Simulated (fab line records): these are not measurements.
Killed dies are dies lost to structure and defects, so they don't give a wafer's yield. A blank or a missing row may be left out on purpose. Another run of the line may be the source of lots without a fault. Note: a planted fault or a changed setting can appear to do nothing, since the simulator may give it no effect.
The tool behind it: which one? + flow gf180mcu + 12 lots, 36 wafers sampled, at 4 steps of a route of 602

WHAT EACH GAUGE READ, for each wafer
GF_STI_THK_MEAS_24. Usual: for STI_CVD_23_THK the level is 648 nm and the standard deviation is 6.6.
| lot  | measured    | on            | STI_CVD_23_THK (nm) | flag |
|------|-------------|---------------|---------------------|------|
| L386 | day 2 03:43 | film-metro-04 | 637 638 634         |      |
| L387 | day 2 08:47 | film-metro-02 | 651 648 650         |      |
| L388 | day 2 21:57 | film-metro-02 | 647 651 648         |      |
| L389 | day 3 00:28 | film-metro-04 | 649 651 647         |      |
| L390 | day 3 02:14 | film-metro-01 | 637 640 646         |      |
| L391 | day 3 02:14 | film-metro-02 | 659 661 654         |      |
| L392 | day 3 06:19 | film-metro-01 | 645 654 644         |      |
| L398 | day 4 18:13 | film-metro-01 | 643 638 655         |      |
| L400 | day 5 07:06 | film-metro-04 | 646 644 640         |      |
| L403 | day 5 18:28 | film-metro-01 | 651 649 651         |      |
| L407 | day 6 15:40 | film-metro-02 | 637 643 642         |      |
| L409 | day 7 03:51 | film-metro-01 | 649 640 647         |      |

GF_HV_LDD_CD_MEAS_19: target cd 400 nm. Usual: cd-nm 400.0 nm, standard deviation 1.9.
| lot  | measured     | on        | cd-nm (nm)        | flag |
|------|--------------|-----------|-------------------|------|
| L386 | day 10 12:34 | cd-sem-02 | 401.0 400.0 398.6 |      |
| L387 | day 10 19:31 | cd-sem-02 | 397.1 397.4 397.2 |      |
| L388 | day 12 01:09 | cd-sem-01 | 403.0 403.8 403.5 |      |
| L389 | day 12 04:04 | cd-sem-01 | 401.9 402.4 401.8 |      |
| L390 | day 12 10:17 | cd-sem-01 | 400.0 399.7 400.3 |      |
| L391 | day 12 06:23 | cd-sem-02 | 400.4 400.0 400.3 |      |
| L392 | day 12 15:11 | cd-sem-01 | 398.9 398.4 396.6 |      |
| L398 | day 14 15:54 | cd-sem-01 | 402.7 398.5 400.2 |      |
| L400 | day 15 15:47 | cd-sem-02 | 399.4 399.3 399.9 |      |
| L403 | day 16 06:51 | cd-sem-01 | 399.6 398.1 396.9 |      |
| L407 | day 17 14:17 | cd-sem-01 | 402.7 402.5 401.8 |      |
| L409 | day 18 05:08 | cd-sem-02 | 398.5 399.4 399.6 |      |

GF_HV_LDD_OVL_MEAS_47. Usual: for HV_LDD_03_OVL the level is 0.3 nm and the standard deviation is 1.3.
| lot  | measured     | on         | HV_LDD_03_OVL (nm) | flag |
|------|--------------|------------|--------------------|------|
| L386 | day 12 02:13 | overlay-02 | 0.0 -0.7 1.6       |      |
| L387 | day 12 10:40 | overlay-02 | 1.8 -0.5 0.2       |      |
| L388 | day 13 17:40 | overlay-02 | 0.0 -2.3 -0.5      |      |
| L389 | day 13 20:44 | overlay-02 | 2.3 0.2 2.1        |      |
| L390 | day 14 03:30 | overlay-02 | 1.3 -0.6 0.7       |      |
| L391 | day 14 00:35 | overlay-02 | 0.1 -0.1 -0.8      |      |
| L392 | day 14 08:32 | overlay-02 | -0.3 2.5 1.6       |      |
| L398 | day 16 11:47 | overlay-02 | 0.5 0.7 1.3        |      |
| L400 | day 17 12:45 | overlay-02 | -0.8 0.4 0.5       |      |
| L403 | day 18 03:03 | overlay-01 | -1.0 -2.3 0.0      |      |
| L407 | day 19 12:16 | overlay-02 | 0.7 2.1 -0.1       |      |
| L409 | day 20 05:06 | overlay-01 | 0.3 0.4 -1.1       |      |

WHICH TOOL RAN EACH LOT (tool, then ch and the chambers of the sampled wafers, then the start)
| lot  | GF_MVSD_STRIP_10                     |
|------|--------------------------------------|
| L386 | plasma-asher-03 ch 0,1, day 4 03:56  |
| L387 | plasma-asher-03 ch 0, day 4 09:10    |
| L388 | plasma-asher-01 ch 0,1, day 5 08:07  |
| L389 | plasma-asher-04 ch 0,1, day 5 09:48  |
| L390 | plasma-asher-03 ch 0,1, day 5 12:55  |
| L391 | plasma-asher-01 ch 0,1, day 5 11:14  |
| L392 | plasma-asher-03 ch 1, day 5 17:03    |
| L398 | plasma-asher-01 ch 0, day 7 10:47    |
| L400 | plasma-asher-03 ch 0,1, day 8 02:52  |
| L403 | plasma-asher-04 ch 0,1, day 8 14:06  |
| L407 | plasma-asher-04 ch 0,1, day 9 17:35  |
| L409 | plasma-asher-03 ch 0,1, day 10 03:27 |
- GF_MVSD_STRIP_10: strips in O2/N2.

AS READ BY THE TOOLS THEMSELVES (means over the sampled wafers that have a number; for cases with no such wafer, the mark the record gives instead)
GF_MVSD_STRIP_10. Usual: drypump-motor-current-A 5.7 A, standard deviation 0.56; heater-power-w 325 W, standard deviation 29; oes-product-au 0.723 a.u., standard deviation 0.0044; strip-time-to-endpoint-s 36.92 s, standard deviation 0.11.
| lot  | tool            | drypump-motor-current-A (A) | heater-power-w (W) | oes-product-au (a.u.) | strip-time-to-endpoint-s (s) | flag |
|------|-----------------|-----------------------------|--------------------|-----------------------|------------------------------|------|
| L386 | plasma-asher-03 | 5.5                         | 319                | 0.723                 | 36.89                        |      |
| L387 | plasma-asher-03 | 5.5                         | 301                | 0.724                 | 36.86                        |      |
| L388 | plasma-asher-01 | 5.3                         | 313                | 0.725                 | 36.98                        |      |
| L389 | plasma-asher-04 | 5.9                         | 322                | 0.726                 | 36.76                        |      |
| L390 | plasma-asher-03 | 5.5                         | 329                | 0.721                 | 36.97                        |      |
| L391 | plasma-asher-01 | 5.3                         | 314                | 0.723                 | 37.01                        |      |
| L392 | plasma-asher-03 | 5.5                         | 342                | 0.725                 | 36.78                        |      |
| L398 | plasma-asher-01 | 4.9                         | 313                | 0.733                 | 36.21                        | OFF  |
| L400 | plasma-asher-03 | 5.5                         | 320                | 0.722                 | 37.02                        |      |
| L403 | plasma-asher-04 | 6.3                         | 357                | 0.720                 | 36.95                        |      |
| L407 | plasma-asher-04 | 5.9                         | 328                | 0.727                 | 37.03                        |      |
| L409 | plasma-asher-03 | 5.5                         | 313                | 0.724                 | 36.91                        |      |

THE ANSWER, worked out from the rows above alone
Rule: a lot counts as off when the mean over its wafers that have a number is more than 3 standard deviations away from the usual mean. A lot without any number at a reading at which 4 lots or more have one is off too. Any other lot the step has rows for is counted as sound. The gauges are gone through in route order, then the tools' own readings, and for those a lot's mean is taken as printed above. At the first step where some lot is off, the reading lying furthest off is the one used; lots without a number count as furthest.
Off: L398, at GF_MVSD_STRIP_10 (strip-time-to-endpoint-s).
If a tool, at that step or one of the process steps before it, ran each lot that is off and ran no sound lot following the first of them, it fits. One fits: GF_MVSD_STRIP_10 on plasma-asher-01. Its last sound lot is L391 (day 5 11:14), its first lot that is off L398 (day 7 10:47): a fault that began between those two fits.
The tool's own readings at GF_MVSD_STRIP_10 bear it out: on the lots that are off they differ by more than 5 times the standard deviation of the sound lots' means. strip-time-to-endpoint-s reads 36.21 s there against 36.92 s on the sound lots.

WHAT WAS PUT IN BY THE SIMULATOR
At GF_MVSD_STRIP_10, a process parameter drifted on plasma-asher-01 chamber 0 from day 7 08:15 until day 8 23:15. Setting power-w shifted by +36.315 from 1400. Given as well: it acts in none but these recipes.
Shown lots that were struck: L398. The rule above found the same.
